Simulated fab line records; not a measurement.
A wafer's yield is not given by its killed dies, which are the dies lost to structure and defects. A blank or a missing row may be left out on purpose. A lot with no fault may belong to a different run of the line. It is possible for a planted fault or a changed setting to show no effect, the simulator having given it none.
A lot that was struck, set against a sound lot + flow gf180mcu + 14 out of 602 route steps
Sound: wafers L542.1, L542.2, L542.3. The struck wafers were L545.4, L545.5, L545.6. Last of all comes the cause.
Per side, at each step with rows, come the tool, then ch with its chambers, and then its first start. Under that, the readings that differ: sound wafers + struck wafers + difference of the means + sigmas: that difference in standard deviations of wafers without a fault.
alike: readings with means less than 2 such deviations apart, plus words and numbers identical on both sides. not compared: withheld readings, readings lacking a value on some wafer, bounds such as >300 that could conceal the same value, and numbers that have no deviation in the record and whose values overlap.
The two part at a step that has a row with sigmas, a row that says differs or no value, or rows on one side only. Numbers that don't overlap but have no deviation are shown without sigmas and don't part them. Lack of a reading on every wafer of one side parts them only where that side has two or more wafers.

GF_M3_SPUTTER_01: material TiN, target thk 30 nm, time 25 s.
  sound on pvd-sputter-03, day 21 14:22; struck on pvd-sputter-03, day 22 20:41
  alike: cathode-dc-power-W, throttle-valve-pct
GF_M3_SPUTTER_02: material AlCu, target thk 450 nm, time 23.9 s.
  sound on pvd-sputter-03, day 21 14:24; struck on pvd-sputter-03, day 22 20:43
| reading                | sound             | struck            | difference | sigmas |
|------------------------|-------------------|-------------------|------------|--------|
| cathode-dc-power-W (W) | 10602 10599 10604 | 10596 10598 10597 | -5         | -2     |
  alike: throttle-valve-pct
GF_M3_SPUTTER_03: material Ti, target thk 10 nm, time 6.7 s.
  sound on pvd-sputter-03, day 21 14:26; struck on pvd-sputter-03, day 22 20:44
  alike: cathode-dc-power-W, throttle-valve-pct
GF_M3_SPUTTER_04: material TiN, target thk 50 nm, time 41.7 s.
  sound on pvd-sputter-03, day 21 14:27; struck on pvd-sputter-03, day 22 20:46
  alike: cathode-dc-power-W, throttle-valve-pct
GF_M3_RS_MEAS_05: measurement is done with a four-point probe.
  sound on film-metro-03, day 21 14:29; struck on film-metro-02, day 22 20:52
  alike: M3_ALCU_RS
GF_M3_THK_MEAS_06: measures by xrf.
  sound on film-metro-03, day 21 14:37; struck on film-metro-02, day 22 20:57
  alike: M3_ALCU_THK
then, 6 steps without rows for these wafers: GF_M3_DEHYDRATE_07 (time 60 s); GF_M3_HMDS_08 (prime time 60 s); GF_M3_COAT_09 (resist thk 1000 nm); GF_M3_SOFTBAKE_10 (time 60 s); GF_M3_EXPOSE_11 (exposes mask Metal3, target cd 280 nm); GF_M3_PEB_12 (peb time 90 s).
GF_M3_DEVELOP_13: develop time 60 s.
  sound on litho-track-01 ch 0, day 22 13:48; struck on litho-track-01, day 23 19:23
  no value came back on the struck wafers for chill-plate-temp-C (C), develop-time-s (s); on the sound wafers chill-plate-temp-C (C) reads 22.81 22.89 22.92
| reading                             | sound             | struck            | difference | sigmas |
|-------------------------------------|-------------------|-------------------|------------|--------|
| model.KrF_of_M3_COAT_09.thk-nm (nm) | 983.8 986.4 984.2 | 997.6 999.1 997.5 | +13.3      |        |
GF_M3_CD_MEAS_14: target cd 280 nm.
  sound on cd-sem-02, day 22 13:57; struck on cd-sem-01, day 23 19:31
| reading    | sound             | struck | difference                    | sigmas |
|------------|-------------------|--------|-------------------------------|--------|
| cd-nm (nm) | 277.6 277.7 276.2 | - - -  | no value on the struck wafers |        |

## WHERE THEY PART
At GF_M3_SPUTTER_02 first; at GF_M3_CD_MEAS_14 last (within this record only).

WHY: what had been put in by the simulator
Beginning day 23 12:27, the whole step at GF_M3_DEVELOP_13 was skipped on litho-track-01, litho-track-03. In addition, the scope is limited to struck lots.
